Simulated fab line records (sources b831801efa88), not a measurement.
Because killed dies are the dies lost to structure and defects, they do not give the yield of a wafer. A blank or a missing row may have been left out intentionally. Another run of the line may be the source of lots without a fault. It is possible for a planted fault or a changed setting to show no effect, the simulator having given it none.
Problem report, 8D (eight disciplines) form, completed by code :: flow gf180mcu :: the parts of the form that need people (team, actions taken, sign-off) are left out

## 1. THE PROBLEM
Mean of strip_time_to_endpoint_s at GF_NSD_STRIP_11: 23.11 s across 6 wafers in 2 lots; on wafers with no fault it is 22.74 s (standard deviation 0.036). Measured from the usual mean, that is +10 standard deviations.
The step: strips in O2/N2.
First seen on wafer L875.4, day 19 06:16, on plasma_asher-04. At this step, 36 wafers from 12 lots have a number in the record. Rule for "out", or "out of limits": more than 4 standard deviations from the usual mean. The other wafers with a number count as sound.

## 2. WHAT IT IS, AND WHAT IT ISN'T
question: which readings at this step
is: strip_time_to_endpoint_s
is not: chamber_pressure_mTorr, drypump_motor_current_A, heater_power_w, platen_temp_c

question: which lots
is: L875, L879
is not: L859, L860, L862, L864, L867, L868, L870, L877, L880, L882

question: which wafers of those lots
is: all that have a number
is not: -

question: read on which tools
is: plasma_asher-02, plasma_asher-04
is not: plasma_asher-01

question: when
is: from day 19 06:16
is not: up to then (21 sound wafers); but 9 sound wafers of L877, L880, L882 came after

## 3. THE SUSPECTS, EACH WITH WHAT RULES IT OUT
Counting: a tool stays on the suspect list if, at a process step up to the reading, it processed all lots that are out and no sound lot following the first of them.
- plasma_asher-01 at GF_HV_LDD_STRIP_37 (strips in O2/N2): ruled out as a lasting fault. Sound lots L877, L880, L882 ran on it after its first lot that is out, L875 (day 17 03:13).
- litho_track-04 at GF_NSD_COAT_02 (resist thk 1000 nm): kept. It processed each lot that is out, first L875 at day 18 17:45, and no sound lot thereafter; up to then, the last sound lot it processed was L868 at day 16 04:03.
Left after counting: litho_track-04 at GF_NSD_COAT_02.

## 4. THE CAUSE (what the simulator had put in)
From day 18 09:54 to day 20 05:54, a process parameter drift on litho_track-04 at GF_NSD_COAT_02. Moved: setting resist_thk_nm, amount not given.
After counting, this tool was the only one left.

## 5. SEQUENCE OF EFFECTS, ordered by route
Each row: a reading whose mean over the struck wafers that have a number lies more than 3 standard deviations from the usual. Scope: only readings with a usual standard deviation given in the record; hours: median across lots of the time from each lot's start at the first step in this table that gives one to its start at this step; sigmas: change in usual standard deviations.
hours: 0
step: GF_NSD_STRIP_11
reading: strip_time_to_endpoint_s
usual: 22.74 s
on struck wafers: 23.11
change: +0.37
sigmas: +10
Here are the process steps it includes:
- GF_NSD_STRIP_11: strips in O2/N2.

## 6. HOW IT WOULD HAVE BEEN CAUGHT EARLIER
In this record the first reading out of limits was taken at day 19 06:16, 20 hours after the fault began at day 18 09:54.
Of the lots that are out (2), L879 began GF_NSD_COAT_02 on litho_track-04 after day 19 06:16. A tool hold placed at that time would have kept it from harm.
